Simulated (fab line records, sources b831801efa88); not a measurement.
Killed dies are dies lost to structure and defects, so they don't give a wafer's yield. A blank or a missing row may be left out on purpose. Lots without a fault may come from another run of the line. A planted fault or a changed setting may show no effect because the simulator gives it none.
fab line records | flow sky130
record lots=5 wafers=15 last_day=49
route steps=708 shown LOCAL_INTERCONNECT@391 CONTACT@406
lots that met no fault: from a run of the same line without faults
start_h: hours from the record's first day to the start of the lot's first wafer shown | wait_h: hours since the lot's step before | " the same as in the row above | L1.1+2: a row that stands for several wafers | - no value, or no start given | * or withheld: withheld | < > ~ a bound
route shown NAME@n: a module of which the file shows steps, and the number in the route of the first | usual: mean/standard deviation of fault-free wafers | same: alike in all rows | chamber/n: place in a boat | sites: the reading at each site | _std_site: their standard deviation | _edge_site: outer sites' mean less inner sites' | radius_mm: how far each site lies from the wafer's centre | mask NAME#n: copy n | behind: the tool/chamber that last shaped the wafer | hold: why the lot was held/for how many hours/how that ended | device: the transistor (n, p or np) that didn't switch | end of line: the same wafers' tests at the end of the route | a step without rows: its recipe alone | killed: dies lost to structure and defects at the first sort, not the wafer's yield | map: a wafer's dies, x killed, . not, _ none there
set.NAME: the setting as run; set.NAME@STEP: as run at that earlier step | model.NAME: the simulator's own value behind a step, which no gauge read
lots at some steps of the route; a table a step, a row a wafer
services: from which hour (start_h, from the record's first day; less than 0 if before it) a tool's chamber was out of use, for how many hours, and why
## steps
# step SKY_LOCAL_INTERCONNECT_HMDS_04
# recipe prime_time_s=60 prime_temp_c=120
# columns lot.wafer tool chamber start_h wait_h
L075.2+5+6 litho_track-03 0 692.41 0.1
L077.1+4+6 litho_track-04 0 742.84 0.1
L088.2+3+6 litho_track-04 0 798.27 0.1
L091.1+4+6 litho_track-01 0 839.00 0.1
L093.2+3+5 litho_track-03 0 846.61 0.1
# step SKY_LOCAL_INTERCONNECT_COAT_05
# recipe resist=BARC temp_c=withheld time_s=withheld spin_rpm=3000 resist_thk_nm=60
# columns lot.wafer tool chamber start_h wait_h
L075.2+5+6 litho_track-03 0 692.56 0.1
L077.1+4+6 litho_track-04 0 742.99 0.1
L088.2+3+6 litho_track-04 0 798.42 0.1
L091.1+4+6 litho_track-01 0 839.15 0.1
L093.2+3+5 litho_track-03 0 846.76 0.1
# step SKY_LOCAL_INTERCONNECT_COAT_06
# recipe resist=KrF-thick spin_rpm=3000 resist_thk_nm=450
# columns lot.wafer tool chamber start_h wait_h
L075.2+5+6 litho_track-03 0 - -
L077.1+4+6 litho_track-04 0 - -
L088.2+3+6 litho_track-04 0 - -
L091.1+4+6 litho_track-01 0 - -
L093.2+3+5 litho_track-03 0 - -
# step SKY_LOCAL_INTERCONNECT_SOFTBAKE_07
# recipe temp_c=100 time_s=90 resist=KrF-thick
# columns lot.wafer tool chamber start_h wait_h
L075.2+5+6 litho_track-03 0 - -
L077.1+4+6 litho_track-04 0 - -
L088.2+3+6 litho_track-04 0 - -
L091.1+4+6 litho_track-01 0 - -
L093.2+3+5 litho_track-03 0 - -
# step SKY_LOCAL_INTERCONNECT_EXPOSE_08
# recipe mask_id=LI1M na=0.8 source_shape=annular sigma_inner=0.55 sigma_outer=0.85 target_cd_nm=170 dose_mj=28
# columns lot.wafer tool chamber start_h wait_h mask
L075.2+5+6 krf_scanner-01 0 - - LI1M#0
L077.1+4+6 krf_scanner-01 0 - - LI1M#0
L088.2+3+6 krf_scanner-01 0 - - LI1M#0
L091.1+4+6 krf_scanner-02 0 - - LI1M#0
L093.2+3+5 krf_scanner-01 0 - - LI1M#0
# step SKY_LOCAL_INTERCONNECT_PEB_09
# recipe peb_temp_c=withheld peb_time_s=withheld resist=KrF-thick
# columns lot.wafer tool chamber start_h wait_h
L075.2+5+6 litho_track-04 0 - -
L077.1+4+6 litho_track-01 0 - -
L088.2+3+6 litho_track-01 0 - -
L091.1+4+6 litho_track-01 0 - -
L093.2+3+5 litho_track-03 0 - -
# step SKY_LOCAL_INTERCONNECT_DEVELOP_10
# recipe develop_time_s=60 resist=KrF-thick dev_temp_c=21
# columns lot.wafer tool chamber start_h wait_h
L075.2+5+6 litho_track-04 0 - -
L077.1+4+6 litho_track-01 0 - -
L088.2+3+6 litho_track-01 0 - -
L091.1+4+6 litho_track-01 0 - -
L093.2+3+5 litho_track-03 0 - -
# step SKY_LOCAL_INTERCONNECT_CD_MEAS_11
# recipe target_cd_nm=170
# usual cd_nm=169.9/1.5
# columns lot.wafer tool chamber start_h wait_h cd_nm
L075.2 cd_sem-01 - 706.61 - 172.9
L075.5 " - " " 172.4
L075.6 " - " " 171.9
L077.1 cd_sem-01 - 757.10 - 171.5
L077.4 " - " " 169.7
L077.6 " - " " 171.5
L088.2 cd_sem-02 - 811.72 - 169.4
L088.3 " - " " 170.6
L088.6 " - " " 170.0
L091.1 cd_sem-01 - 851.75 - 169.7
L091.4 " - " " 169.1
L091.6 " - " " 169.7
L093.2 cd_sem-01 - 860.10 - 169.5
L093.3 " - " " 170.5
L093.5 " - " " 171.5
# step SKY_LOCAL_INTERCONNECT_OVL_MEAS_12
# usual LOCAL_INTERCONNECT_OVL=3/6.8
# columns lot.wafer tool chamber start_h wait_h LOCAL_INTERCONNECT_OVL[nm]
L075.2 overlay-02 - 706.72 0.1 0
L075.5 " - " " 8
L075.6 " - " " 4
L077.1 overlay-02 - 757.22 0.1 -9
L077.4 " - " " 2
L077.6 " - " " -3
L088.2 overlay-02 - 811.83 0.1 1
L088.3 " - " " 1
L088.6 " - " " 3
L091.1 overlay-01 - 851.87 0.1 6
L091.4 " - " " 12
L091.6 " - " " 19
L093.2 overlay-01 - 860.21 0.1 1
L093.3 " - " " -3
L093.5 " - " " -7
# step SKY_LOCAL_INTERCONNECT_ETCH_13
# recipe chemistry=N2/H2 target=BARC ion_energy_ev=200 bias_w=100 pressure_mtorr=30 n2_flow_sccm=100 h2_flow_sccm=200 icp_w=500 stop_on=SiO2 time_s=45.9 target_depth_a=600
# usual drypump_motor_current_A=5.9/0.53 oes_product_au=0.855/0.0047 throttle_valve_pct=13.225/0.0093
# columns lot.wafer tool chamber start_h wait_h drypump_motor_current_A oes_product_au rf_hours_counter_h throttle_valve_pct
L075.2 rie_metal-04 1 706.75 0.0 5.9 0.860 11 13.221
L075.5 " 0 " " 5.7 0.856 - 13.212
L075.6 " 1 " " 5.9 0.851 - 13.225
L077.1 rie_metal-01 0 757.26 0.0 5.7 0.855 8 13.218
L077.4 " 1 " " 4.9 0.852 - 13.233
L077.6 " 1 " " 4.9 0.853 - 13.231
L088.2 rie_metal-03 0 811.86 0.0 5.7 0.862 15 13.218
L088.3 " 1 " " 6.6 0.847 - 13.221
L088.6 " 0 " " 5.7 0.848 - 13.245
L091.1 rie_metal-03 1 851.91 0.0 6.6 0.857 7 13.220
L091.4 " 0 " " 5.7 0.862 - 13.219
L091.6 " 0 " " 5.7 0.859 - 13.233
L093.2 rie_metal-01 1 860.24 0.0 4.9 0.855 7 13.220
L093.3 " 1 " " 4.9 0.854 - 13.230
L093.5 " 0 " " 5.7 0.853 - 13.245
# step SKY_LOCAL_INTERCONNECT_METAL_ETCH_14
# recipe target_depth_nm=110 stop_on=PSG chemistry=Cl2/BCl3 target=TiN resist_sidewall_deg=88 pressure_mtorr=10 icp_w=900 bias_w=48.5 Cl2_flow_sccm=60 bcl3_flow_sccm=30 time_s=31.4
# usual drypump_motor_current_A=5.9/0.53 oes_product_au=0.944/0.0072 throttle_valve_pct=21.898/0.0096
# columns lot.wafer tool chamber start_h wait_h drypump_motor_current_A oes_product_au rf_hours_counter_h throttle_valve_pct
L075.2 rie_metal-04 1 706.81 0.0 5.9 0.951 11 21.891
L075.5 " 0 " " 5.8 0.946 - 21.917
L075.6 " 1 " " 5.9 0.942 - 21.900
L077.1 rie_metal-01 0 757.32 0.0 5.7 0.943 8 21.910
L077.4 " 1 " " 4.9 0.938 - 21.898
L077.6 " 1 " " 4.9 0.946 - 21.896
L088.2 rie_metal-03 0 811.92 0.0 5.7 0.946 15 21.908
L088.3 " 1 " " 6.6 0.953 - 21.910
L088.6 " 0 " " 5.7 0.948 - 21.900
L091.1 rie_metal-03 1 851.97 0.0 6.6 0.933 7 21.897
L091.4 " 0 " " 5.7 0.938 - 21.899
L091.6 " 0 " " 5.7 0.937 - 21.908
L093.2 rie_metal-01 1 860.30 0.0 4.9 0.942 7 21.899
L093.3 " 1 " " 5.0 0.948 - 21.889
L093.5 " 0 " " 5.7 0.943 - 21.913
# step SKY_LOCAL_INTERCONNECT_STRIP_15
# recipe chemistry=O2/N2 power_w=1400 pressure_mtorr=1500 platen_temp_c=withheld o2_flow_sccm=3000 n2_flow_sccm=300 overash_fraction=0.5
# usual drypump_motor_current_A=5.7/0.54 oes_product_au=0.427/0.0044 strip_time_to_endpoint_s=4.732/0.019
# columns lot.wafer tool chamber start_h wait_h drypump_motor_current_A oes_product_au rf_hours_counter_h strip_time_to_endpoint_s
L075.2 plasma_asher-01 0 706.86 0.0 4.9 0.422 25 4.729
L075.5 " 1 " " 6.3 0.418 - 4.712
L075.6 " 0 " " 4.9 0.427 - 4.741
L077.1 plasma_asher-04 0 757.37 0.0 6.4 0.432 94 4.737
L077.4 " 1 " " 5.5 0.427 - 4.721
L077.6 " 0 " " 6.4 0.422 - 4.756
L088.2 plasma_asher-04 0 811.97 0.0 6.4 0.424 99 4.723
L088.3 " 1 " " 5.5 0.423 - 4.730
L088.6 " 1 " " 5.5 0.425 - 4.715
L091.1 plasma_asher-01 0 852.02 0.0 4.9 0.429 40 4.727
L091.4 " 1 " " 6.3 0.426 - 4.741
L091.6 " 0 " " 4.9 0.434 - 4.741
L093.2 plasma_asher-02 0 860.35 0.0 5.1 0.429 70 4.753
L093.3 " 0 " " 5.1 0.417 - 4.768
L093.5 " 0 " " 5.1 0.428 - 4.777
# step SKY_LOCAL_INTERCONNECT_STRIP_16
# recipe chemistry=post_etch_residue_remover time_s=1200 temp_c=72.5
# usual bath_guard_temp_C=72.4/0.43
# columns lot.wafer tool chamber start_h wait_h bath_guard_temp_C
L075.2 wet_bench-02 1 706.96 0.1 72.9
L075.5 " 1 " " 72.7
L075.6 " 1 " " 73.0
L077.1 wet_bench-04 2 757.47 0.1 72.3
L077.4 " 2 " " 72.4
L077.6 " 2 " " 72.0
L088.2 wet_bench-04 1 812.07 0.1 72.4
L088.3 " 1 " " 72.1
L088.6 " 1 " " 72.4
L091.1 wet_bench-03 0 852.12 0.1 72.1
L091.4 " 0 " " 72.0
L091.6 " 0 " " 72.3
L093.2 wet_bench-04 1 860.45 0.1 72.5
L093.3 " 1 " " 72.2
L093.5 " 1 " " 72.3
# step SKY_LOCAL_INTERCONNECT_CLEAN_17
# recipe chemistry=IPA time_s=180 temp_c=25
# columns lot.wafer tool chamber start_h wait_h
L075.2+5+6 wet_bench-04 1 707.31 0.0
L077.1+4+6 wet_bench-03 0 757.84 0.0
L088.2+3+6 wet_bench-04 0 812.41 0.0
L091.1+4+6 wet_bench-04 2 852.46 0.0
L093.2+3+5 wet_bench-02 0 860.79 0.0
# step SKY_LOCAL_INTERCONNECT_CLEAN_18
# recipe chemistry=O3/DIW dry=n2_spin
# columns lot.wafer tool chamber start_h wait_h
L075.2+5+6 wet_bench-03 2 707.38 0.0
L077.1+4+6 wet_bench-04 1 757.91 0.0
L088.2+3+6 wet_bench-04 2 812.47 0.0
L091.1+4+6 wet_bench-02 1 852.53 0.0
L093.2+3+5 wet_bench-03 2 860.85 0.0
# step SKY_CONTACT_CVD_00
# recipe material=Si3N4 target_thk_nm=75 temp_c=400 time_s=withheld rf_w=450
# usual heater_power_w=709/87
# columns lot.wafer tool chamber start_h wait_h heater_power_w
L075.2 pecvd-01 0 707.47 0.0 730
L075.5 " 2 " " 733
L075.6 " 1 " " 745
L077.1 pecvd-01 1 758.01 0.0 794
L077.4 " 0 " " 684
L077.6 " 1 " " 806
L088.2 pecvd-01 1 812.56 0.0 739
L088.3 " 0 " " 691
L088.6 " 2 " " 882
L091.1 pecvd-04 2 852.62 0.0 638
L091.4 " 0 " " 520
L091.6 " 2 " " 627
L093.2 pecvd-03 2 860.95 0.0 734
L093.3 " 1 " " 741
L093.5 " 2 " " 753
# step SKY_CONTACT_THK_MEAS_01
# recipe reads=Si3N4_of_CONTACT_CVD_00
# usual CONTACT_CVD_00_THK=75.1/0.9
# columns lot.wafer tool chamber start_h wait_h CONTACT_CVD_00_THK[nm]
L075.2 film_metro-02 - 707.51 - 73.9
L075.5 " - " " 75.0
L075.6 " - " " 75.5
L077.1 film_metro-01 - 758.04 - 75.1
L077.4 " - " " 76.3
L077.6 " - " " 75.5
L088.2 film_metro-01 - 812.61 - 74.5
L088.3 " - " " 74.5
L088.6 " - " " 76.4
L091.1 film_metro-01 - 852.65 - 75.2
L091.4 " - " " 75.7
L091.6 " - " " 76.9
L093.2 film_metro-02 - 861.00 - 74.5
L093.3 " - " " 73.8
L093.5 " - " " 75.8
# step SKY_CONTACT_HDPCVD_02
# recipe material=SiO2 target_thk_nm=565 sigma_open_frac=0.3 time_s=94.2 temp_c=600 sih4_flow_sccm=60 pressure_mtorr=6
# usual pressure_mtorr=6.000/0.013
# columns lot.wafer tool chamber start_h wait_h pressure_mtorr
L075.2 hdpcvd-01 1 707.56 0.0 6.004
L075.5 " 2 " " 5.973
L075.6 " 1 " " 6.003
L077.1 hdpcvd-02 0 758.10 0.1 5.979
L077.4 " 2 " " 6.005
L077.6 " 0 " " 5.998
L088.2 hdpcvd-01 2 812.66 0.0 6.007
L088.3 " 1 " " 5.986
L088.6 " 1 " " 5.997
L091.1 hdpcvd-02 0 852.71 0.1 6.030
L091.4 " 0 " " 6.013
L091.6 " 2 " " 6.010
L093.2 hdpcvd-02 1 861.05 0.0 5.995
L093.3 " 0 " " 5.984
L093.5 " 1 " " 6.006
# step SKY_CONTACT_THK_MEAS_03
# recipe reads=SiO2_of_CONTACT_HDPCVD_02
# usual CONTACT_HDPCVD_THK=566/6
# columns lot.wafer tool chamber start_h wait_h CONTACT_HDPCVD_THK[nm]
L075.2 film_metro-04 - 707.64 0.0 569
L075.5 " - " " 562
L075.6 " - " " 567
L077.1 film_metro-04 - 758.17 0.0 563
L077.4 " - " " 570
L077.6 " - " " 565
L088.2 film_metro-01 - 812.73 0.0 561
L088.3 " - " " 561
L088.6 " - " " 559
L091.1 film_metro-04 - 852.78 0.0 565
L091.4 " - " " 570
L091.6 " - " " 561
L093.2 film_metro-01 - 861.13 0.0 570
L093.3 " - " " 568
L093.5 " - " " 572
# step SKY_CONTACT_CMP_04
# recipe material=SiO2 down_force_psi=4 platen_rpm=60 pad_velocity_m_s=0.94248
# usual motor_current_A=12.8/1.5 time_to_endpoint_s=84/3.6
# columns lot.wafer tool chamber start_h wait_h motor_current_A time_to_endpoint_s
L075.2 cmp-02 1 707.79 0.1 12.2 86
L075.5 " 3 " " 11.4 85
L075.6 " 0 " " 10.7 81
L077.4 cmp-01 0 758.33 0.1 11.2 85
L077.1 " 1 " " 13.7 80
L077.6 " 3 " " 14.8 82
L088.3 cmp-01 0 812.83 0.1 11.4 86
L088.2 " 1 " " 13.8 85
L088.6 " 0 " " 11.3 82
L091.4 cmp-01 1 852.89 0.1 13.9 89
L091.1 " 3 " " 13.4 89
L091.6 " 0 " " 10.8 87
L093.3 cmp-01 3 861.18 0.0 15.7 91
L093.2 " 2 " " 13.9 89
L093.5 " 0 " " 11.5 85
# step SKY_CONTACT_BOW_MEAS_05
# recipe mode=bow
# usual CONTACT_BOW=81/6
# columns lot.wafer tool chamber start_h wait_h CONTACT_BOW[um]
L075.2 film_metro-02 - 708.01 0.2 70
L075.5 " - " " 76
L075.6 " - " " 76
L077.1 film_metro-01 - 758.53 0.1 75
L077.4 " - " " 85
L077.6 " - " " 74
L088.2 film_metro-02 - 813.12 0.2 79
L088.3 " - " " 82
L088.6 " - " " 83
L091.1 film_metro-02 - 853.14 0.1 77
L091.4 " - " " 80
L091.6 " - " " 77
L093.2 film_metro-04 - 861.50 0.1 85
L093.3 " - " " 88
L093.5 " - " " 83
# step SKY_CONTACT_DEHYDRATE_06
# recipe temp_c=200 time_s=60
# columns lot.wafer tool chamber start_h wait_h
L075.2+5+6 litho_track-03 0 721.81 13.8
L077.1+4+6 litho_track-01 0 771.40 12.9
L088.2+3+6 litho_track-03 0 825.36 12.2
L091.1+4+6 litho_track-02 0 866.37 13.2
L093.2+3+5 litho_track-01 0 874.18 12.7
# step SKY_CONTACT_HMDS_07
# recipe prime_time_s=60 prime_temp_c=120
# columns lot.wafer tool chamber start_h wait_h
L075.2+5+6 litho_track-03 0 721.96 0.1
L077.1+4+6 litho_track-01 0 771.55 0.1
L088.2+3+6 litho_track-03 0 825.51 0.1
L091.1+4+6 litho_track-02 0 866.52 0.1
L093.2+3+5 litho_track-01 0 874.33 0.1
# step SKY_CONTACT_COAT_08
# recipe resist=BARC temp_c=withheld time_s=withheld spin_rpm=3000 resist_thk_nm=60
# columns lot.wafer tool chamber start_h wait_h
L075.2+5+6 litho_track-03 0 722.11 0.1
L077.1+4+6 litho_track-01 0 771.70 0.1
L088.2+3+6 litho_track-03 0 825.66 0.1
L091.1+4+6 litho_track-02 0 866.67 0.1
L093.2+3+5 litho_track-01 0 874.48 0.1
# step SKY_CONTACT_COAT_09
# recipe resist=KrF-thick spin_rpm=3000 resist_thk_nm=450
# columns lot.wafer tool chamber start_h wait_h
L075.2+5+6 litho_track-03 0 - -
L077.1+4+6 litho_track-01 0 - -
L088.2+3+6 litho_track-03 0 - -
L091.1+4+6 litho_track-02 0 - -
L093.2+3+5 litho_track-01 0 - -
# step SKY_CONTACT_SOFTBAKE_10
# recipe temp_c=100 time_s=90 resist=KrF-thick
# columns lot.wafer tool chamber start_h wait_h
L075.2+5+6 litho_track-03 0 - -
L077.1+4+6 litho_track-01 0 - -
L088.2+3+6 litho_track-03 0 - -
L091.1+4+6 litho_track-02 0 - -
L093.2+3+5 litho_track-01 0 - -
# step SKY_CONTACT_EXPOSE_11
# recipe mask_id=CTM1 na=0.8 source_shape=annular sigma_inner=0.55 sigma_outer=0.85 target_cd_nm=170 dose_mj=38
# columns lot.wafer tool chamber start_h wait_h mask
L075.2+5+6 krf_scanner-02 0 - - CTM1#0
L077.1+4+6 krf_scanner-02 0 - - CTM1#0
L088.2+3+6 krf_scanner-01 0 - - CTM1#0
L091.1+4+6 krf_scanner-02 0 - - CTM1#0
L093.2+3+5 krf_scanner-02 0 - - CTM1#0
# step SKY_CONTACT_PEB_12
# recipe peb_temp_c=withheld peb_time_s=withheld resist=KrF-thick
# columns lot.wafer tool chamber start_h wait_h
L075.2+5+6 litho_track-01 0 - -
L077.1+4+6 litho_track-02 0 - -
L088.2+3+6 litho_track-02 0 - -
L091.1+4+6 litho_track-02 0 - -
L093.2+3+5 litho_track-02 0 - -
# step SKY_CONTACT_DEVELOP_13
# recipe develop_time_s=60 resist=KrF-thick dev_temp_c=21
# columns lot.wafer tool chamber start_h wait_h
L075.2+5+6 litho_track-01 0 - -
L077.1+4+6 litho_track-02 0 - -
L088.2+3+6 litho_track-02 0 - -
L091.1+4+6 litho_track-02 0 - -
L093.2+3+5 litho_track-02 0 - -
# step SKY_CONTACT_CD_MEAS_14
# recipe target_cd_nm=170
# usual cd_nm=169.4/1.5
# columns lot.wafer tool chamber start_h wait_h cd_nm
L075.2 cd_sem-02 - 736.17 - 170.8
L075.5 " - " " 169.6
L075.6 " - " " 168.4
L077.1 cd_sem-02 - 785.77 - 168.8
L077.4 " - " " 168.1
L077.6 " - " " 167.0
L088.2 cd_sem-01 - 839.04 - 167.8
L088.3 " - " " 168.9
L088.6 " - " " 167.3
L091.1 cd_sem-02 - 879.82 - 170.7
L091.4 " - " " 171.1
L091.6 " - " " 172.2
L093.2 cd_sem-01 - 888.09 - 171.0
L093.3 " - " " 170.5
L093.5 " - " " 171.0
# step SKY_CONTACT_OVL_MEAS_15
# usual CONTACT_OVL=0/4.9
# columns lot.wafer tool chamber start_h wait_h CONTACT_OVL[nm]
L075.2 overlay-01 - 736.28 0.1 5
L075.5 " - " " 6
L075.6 " - " " 8
L077.1 overlay-02 - 785.89 0.1 -1
L077.4 " - " " -2
L077.6 " - " " 2
L088.2 overlay-01 - 839.15 0.1 0
L088.3 " - " " -2
L088.6 " - " " 5
L091.1 overlay-01 - 879.94 0.1 -8
L091.4 " - " " -4
L091.6 " - " " -2
L093.2 overlay-01 - 888.20 0.1 -3
L093.3 " - " " 1
L093.5 " - " " 1
# step SKY_CONTACT_ETCH_16
# recipe chemistry=N2/H2 target=BARC ion_energy_ev=200 source_w=500 bias_w=100 pressure_mtorr=30 n2_flow_sccm=100 h2_flow_sccm=200 stop_on=SiO2 time_s=45.9 target_depth_a=600
# usual drypump_motor_current_A=5.8/0.39 oes_product_au=0.854/0.0046 throttle_valve_pct=13.225/0.0089
# columns lot.wafer tool chamber start_h wait_h drypump_motor_current_A oes_product_au rf_hours_counter_h throttle_valve_pct
L075.2 rie_diel-03 3 736.31 0.0 5.7 0.857 13 13.211
L075.5 " 2 " " 6.0 0.845 - 13.229
L075.6 " 1 " " 5.3 0.857 - 13.206
L077.1 rie_diel-03 2 785.93 0.0 6.0 0.852 2 13.223
L077.4 " 3 " " 5.7 0.853 14 13.237
L077.6 " 1 " " 5.3 0.853 - 13.223
L088.2 rie_diel-02 1 839.18 0.0 5.5 0.848 5 13.219
L088.3 " 3 " " 5.3 0.856 13 13.226
L088.6 " 3 " " 5.3 0.855 - 13.218
L091.1 rie_diel-03 2 879.98 0.0 6.0 0.856 5 13.217
L091.4 " 3 " " 5.7 0.852 - 13.224
L091.6 " 2 " " 6.0 0.864 - 13.222
L093.2 rie_diel-02 0 888.23 0.0 5.6 0.848 23 13.206
L093.3 " 2 " " 5.7 0.858 14 13.217
L093.5 " 2 " " 5.7 0.849 - 13.210
# step SKY_CONTACT_ETCH_17
# recipe target=SiO2 chemistry=C4F8/O2/Ar stop_on=Si3N4 mask_material=KrF-thick source_w=1500 bias_w=1200 pressure_mtorr=40 c4f8_flow_sccm=withheld O2_flow_sccm=6 Ar_flow_sccm=300 time_s=withheld target_depth_a=3400
# usual oes_product_au=0.891/0.0049
# columns lot.wafer tool chamber start_h wait_h oes_product_au
L075.2 rie_diel-03 3 736.35 0.0 0.895
L075.5 " 2 " " 0.886
L075.6 " 1 " " 0.891
L077.1 rie_diel-03 2 785.97 0.0 0.896
L077.4 " 3 " " 0.894
L077.6 " 1 " " 0.897
L088.2 rie_diel-02 1 839.22 0.0 0.893
L088.3 " 3 " " 0.896
L088.6 " 3 " " 0.893
L091.1 rie_diel-03 2 880.02 0.0 0.888
L091.4 " 3 " " 0.894
L091.6 " 2 " " 0.889
L093.2 rie_diel-02 0 888.27 0.0 0.895
L093.3 " 2 " " 0.891
L093.5 " 2 " " 0.884
# step SKY_CONTACT_ETCH_18
# recipe target=Si3N4 chemistry=CHF3/O2 stop_on=TiN source_w=600 bias_w=200 pressure_mtorr=40 chf3_flow_sccm=50 O2_flow_sccm=5 time_s=39 target_depth_a=750
# usual drypump_motor_current_A=5.8/0.39 oes_product_au=0.856/0.0074 throttle_valve_pct=8.793/0.009
# columns lot.wafer tool chamber start_h wait_h drypump_motor_current_A oes_product_au rf_hours_counter_h throttle_valve_pct
L075.2 rie_diel-03 3 - - 5.7 0.846 13 8.796
L075.5 " 2 " " 6.0 0.852 - 8.801
L075.6 " 1 " " 5.3 0.852 - 8.786
L077.1 rie_diel-03 2 - - 6.0 0.858 2 8.801
L077.4 " 3 " " 5.7 0.862 14 8.785
L077.6 " 1 " " 5.3 0.862 - 8.789
L088.2 rie_diel-02 1 - - 5.4 0.856 5 8.797
L088.3 " 3 " " 5.3 0.846 13 8.803
L088.6 " 3 " " 5.3 0.861 - 8.790
L091.1 rie_diel-03 2 - - 6.0 0.861 5 8.793
L091.4 " 3 " " 5.7 0.862 - 8.784
L091.6 " 2 " " 6.0 0.864 - 8.816
L093.2 rie_diel-02 0 - - 5.6 0.854 24 8.793
L093.3 " 2 " " 5.8 0.843 14 8.786
L093.5 " 2 " " 5.7 0.861 - 8.790
# step SKY_CONTACT_STRIP_19
# recipe chemistry=O2/N2 power_w=1400 pressure_mtorr=1500 platen_temp_c=withheld o2_flow_sccm=3000 n2_flow_sccm=300 overash_fraction=0.5
# usual drypump_motor_current_A=5.6/0.46 oes_product_au=0.381/0.0047 strip_time_to_endpoint_s=3.626/0.026
# columns lot.wafer tool chamber start_h wait_h drypump_motor_current_A oes_product_au rf_hours_counter_h strip_time_to_endpoint_s
L075.2 plasma_asher-02 1 736.44 - 5.8 0.380 58 3.635
L075.5 " 1 " " 5.8 0.379 - 3.614
L075.6 " 0 " " 5.1 0.376 - 3.644
L077.1 plasma_asher-02 0 786.06 - 5.1 0.385 63 3.667
L077.4 " 1 " " 5.8 0.378 - 3.652
L077.6 " 0 " " 5.1 0.387 - 3.628
L088.2 plasma_asher-03 0 839.31 - 5.6 0.372 10 3.620
L088.3 " 0 " " 5.6 0.374 - 3.642
L088.6 " 0 " " 5.6 0.381 - 3.617
L091.1 plasma_asher-02 0 880.11 - 5.1 0.383 72 3.595
L091.4 " 1 " " 5.8 0.384 - 3.587
L091.6 " 0 " " 5.1 0.378 - 3.624
L093.2 plasma_asher-01 1 888.36 - 6.3 0.374 44 3.586
L093.3 " 0 " " 4.9 0.388 - 3.620
L093.5 " 1 " " 6.4 0.387 - 3.612
# step SKY_CONTACT_STRIP_20
# recipe chemistry=post_etch_residue_remover time_s=1200 temp_c=72.5
# usual bath_guard_temp_C=72.5/0.47
# columns lot.wafer tool chamber start_h wait_h bath_guard_temp_C
L075.2 wet_bench-03 3 736.54 0.1 72.2
L075.5 " 3 " " 72.1
L075.6 " 3 " " 71.7
L077.1 wet_bench-02 3 786.16 0.1 73.1
L077.4 " 3 " " 73.2
L077.6 " 3 " " 73.1
L088.2 wet_bench-03 0 839.41 0.1 72.1
L088.3 " 0 " " 72.2
L088.6 " 0 " " 71.9
L091.1 wet_bench-03 2 880.21 0.1 72.9
L091.4 " 2 " " 72.8
L091.6 " 2 " " 72.6
L093.2 wet_bench-03 2 888.46 0.1 72.4
L093.3 " 2 " " 72.6
L093.5 " 2 " " 72.7
# step SKY_CONTACT_CLEAN_21
# recipe chemistry=IPA time_s=180 temp_c=25
# columns lot.wafer tool chamber start_h wait_h
L075.2+5+6 wet_bench-02 2 736.88 0.0
L077.1+4+6 wet_bench-03 3 786.85 0.0
L088.2+3+6 wet_bench-01 0 839.75 0.0
L091.1+4+6 wet_bench-02 2 880.55 0.0
L093.2+3+5 wet_bench-01 1 888.84 0.0
# step SKY_CONTACT_CLEAN_22
# recipe chemistry=O3/DIW dry=n2_spin
# columns lot.wafer tool chamber start_h wait_h
L075.2+5+6 wet_bench-01 3 736.94 0.0
L077.1+4+6 wet_bench-02 2 786.90 0.0
L088.2+3+6 wet_bench-02 1 839.81 0.0
L091.1+4+6 wet_bench-01 0 880.61 0.0
L093.2+3+5 wet_bench-02 2 888.89 0.0
# step SKY_CONTACT_SPUTTER_23
# recipe material=TiN target_thk_nm=20 chamber_pressure_pa=5 power_w=4000 time_s=80
# usual throttle_valve_pct=30.0/1.1
# columns lot.wafer tool chamber start_h wait_h throttle_valve_pct
L075.2 pvd_sputter-02 - 737.03 0.0 30.4
L075.5 " - " " 31.0
L075.6 " - " " 29.9
L077.1 pvd_sputter-03 - 787.00 0.0 28.1
L077.4 " - " " 30.6
L077.6 " - " " 28.6
L088.2 pvd_sputter-03 - 839.90 0.0 30.1
L088.3 " - " " 28.7
L088.6 " - " " 30.4
L091.1 pvd_sputter-03 - 880.70 0.0 28.5
L091.4 " - " " 27.9
L091.6 " - " " 30.3
L093.2 pvd_sputter-03 - 888.99 0.0 28.5
L093.3 " - " " 30.2
L093.5 " - " " 27.8
# step SKY_CONTACT_CVD_24
# recipe material=W target_thk_nm=340 time_s=102.12 temp_c=400 pressure_torr=40
# usual heater_power_w=851/95
# columns lot.wafer tool chamber start_h wait_h heater_power_w
L075.2 cvd_w-01 1 737.09 0.0 733
L075.5 " 0 " " 955
L075.6 " 1 " " 748
L077.1 cvd_w-01 0 787.06 0.0 954
L077.4 " 1 " " 741
L077.6 " 1 " " 748
L088.2 cvd_w-01 1 839.96 0.0 755
L088.3 " 0 " " 979
L088.6 " 0 " " 954
L091.1 cvd_w-01 1 880.77 0.0 744
L091.4 " 0 " " 958
L091.6 " 0 " " 956
L093.2 cvd_w-02 0 889.05 0.0 896
L093.3 " 1 " " 757
L093.5 " 0 " " 924
# step SKY_CONTACT_RS_MEAS_25
# recipe thk_meas_gauge=four-point-probe reads=W_of_CONTACT_CVD_24+TiN_of_CONTACT_SPUTTER_23
# usual CONTACT_W_RS=0.341/0.0032
# columns lot.wafer tool chamber start_h wait_h CONTACT_W_RS[ohm/sq]
L075.2 film_metro-04 - 737.22 0.1 0.339
L075.5 " - " " 0.339
L075.6 " - " " 0.342
L077.1 film_metro-01 - 787.17 0.1 0.337
L077.4 " - " " 0.336
L077.6 " - " " 0.337
L088.2 film_metro-04 - 840.10 0.1 0.339
L088.3 " - " " 0.336
L088.6 " - " " 0.335
L091.1 film_metro-02 - 880.88 0.1 0.342
L091.4 " - " " 0.342
L091.6 " - " " 0.340
L093.2 film_metro-01 - 889.18 0.1 0.347
L093.3 " - " " 0.345
L093.5 " - " " 0.344
## services
# columns tool chamber start_h hours kind
cmp-01 - 701.43 2.9 pm
cmp-01 - 705.72 3.9 pm
krf_scanner-02 - 709.66 1.0 pm
rie_metal-03 - 721.60 15.6 pm
krf_scanner-01 - 725.19 2.2 repair
krf_scanner-01 - 732.23 0.8 pm
krf_scanner-01 - 736.80 2.0 repair
cvd_w-01 - 741.48 1.5 repair
cmp-01 - 741.61 0.6 repair
krf_scanner-01 - 745.02 2.7 repair
krf_scanner-02 - 746.32 0.5 repair
krf_scanner-02 - 750.86 1.3 pm
krf_scanner-02 - 758.84 0.6 repair
krf_scanner-01 - 759.48 1.0 pm
rie_diel-02 - 760.24 14.6 pm
wet_bench-02 - 768.92 1.9 pm
krf_scanner-01 - 811.11 1.3 pm
rie_diel-02 0 840.91 13.5 repair
rie_diel-03 2 849.94 5.9 repair
krf_scanner-02 - 852.56 1.6 repair
krf_scanner-01 - 860.46 29.6 repair
rie_diel-02 - 869.87 0.5 repair
rie_diel-03 1 873.04 58.2 repair
rie_diel-02 - 886.91 0.9 repair
## key
fault none
